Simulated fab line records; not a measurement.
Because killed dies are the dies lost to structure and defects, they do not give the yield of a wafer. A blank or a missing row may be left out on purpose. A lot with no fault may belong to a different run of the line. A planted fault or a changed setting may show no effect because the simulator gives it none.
Problem report, 8D (eight disciplines) form, completed by code / flow sky130 / the parts of the form that need people (team, actions taken, sign-off) are left out

## 1. WHAT IS WRONG
Across 3 wafers from 2 lots, CONTACT_HDPCVD_THK at SKY_CONTACT_THK_MEAS_03 averages 686 nm, while fault-free wafers read 566 nm with a standard deviation of 5.6. Relative to the usual mean, that is a shift of +21 standard deviations.
First observed at day 38 08:38: wafer L626.2, on film_metro-04. The record has a number at this step for 33 wafers belonging to 11 lots. By rule, "out" or "out of limits" means more than 4 standard deviations away from the usual mean. The rest of the wafers with a number are treated as sound.

## 2. WHAT IT IS; WHAT IT IS NOT
question=which readings at this step | is=CONTACT_HDPCVD_THK | is not=-
question=which lots | is=L626, L628 | is not=L606, L609, L610, L611, L612, L614, L616, L623, L627
question=which wafers of those lots | is=L626.2, L626.5, L628.5 | is not=L626.3, L628.2, L628.4
question=read on which gauges | is=film_metro-04 | is not=film_metro-01, film_metro-02
question=when | is=from day 38 08:38 | is not=up to then (28 sound wafers); but 2 sound wafers of L628 came after

## 3. THE SUSPECTS, EACH WITH WHAT RULES IT OUT
Counting: if a tool at a process step up to the reading ran every lot that is out, it stays a suspect. Sound lots after the first of them don't rule it out here, since some wafers of a struck lot are sound.
- the gauge at SKY_CONTACT_THK_MEAS_03 is ruled out. All the wafers that are out were read on film_metro-04, but those of them that SKY_CONTACT_HDPCVD_02 has rows for are out there too, on other tools.
- hdpcvd-02 at SKY_CONTACT_HDPCVD_02 (deposits SiO2, target thk 565 nm, time 94.2 s): kept. Every lot that is out went through it, the first being L626 (day 38 08:33); the last sound lot it ran before that was L623 (day 38 06:41). Its own sih4_flow_sccm readings are out on those wafers.
- At SKY_CONTACT_HDPCVD_02, inside hdpcvd-02: chamber 0 took the wafers that are out, while their sound lot-mates went through chambers 1, 2.
The count leaves hdpcvd-02 at SKY_CONTACT_HDPCVD_02.

## 4. THE CAUSE (what the simulator had put in)
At SKY_CONTACT_HDPCVD_02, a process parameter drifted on hdpcvd-02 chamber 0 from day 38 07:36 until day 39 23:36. Setting sih4_flow_sccm shifted by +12 from 60. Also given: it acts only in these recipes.
Counting left only this tool.

## 5. SEQUENCE OF EFFECTS, ordered by route
Rows list readings where the struck wafers' mean (over those with a number) sits beyond 3 standard deviations from the usual. Readings are gone through only where the record gives a usual standard deviation; hours: the median, over the lots, of the time from a lot's start at the first step in this table giving one to that lot's start at this step; sigmas: the change measured in usual standard deviations.
hours=0; step=SKY_CONTACT_HDPCVD_02; reading=sih4_flow_sccm; usual=60.02 sccm; on struck wafers=71.96; change=+11.94; sigmas=+70
hours=0; step=SKY_CONTACT_THK_MEAS_03; reading=CONTACT_HDPCVD_THK; usual=566 nm; on struck wafers=686; change=+120; sigmas=+21
hours=0; step=SKY_CONTACT_CMP_04; reading=time_to_endpoint_s; usual=82 s; on struck wafers=127; change=+45; sigmas=+11
Process steps it contains:
- SKY_CONTACT_HDPCVD_02: deposits SiO2, target thk 565 nm, time 94.2 s.
- SKY_CONTACT_CMP_04: polishes SiO2.

## 6. WHAT WOULD HAVE CAUGHT IT SOONER
In this record the first reading out of limits at a measuring or inspecting step was taken at day 38 08:38, 1 hour after the fault began at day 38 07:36.
Tool's own readings at SKY_CONTACT_HDPCVD_02, sih4_flow_sccm: out on all struck wafers the step has rows for; an alarm limit on them would have tripped on the first.
Lots out: 2; of these, L628 started SKY_CONTACT_HDPCVD_02 on hdpcvd-02 after day 38 08:38. A tool hold placed at that time would have kept it from harm.
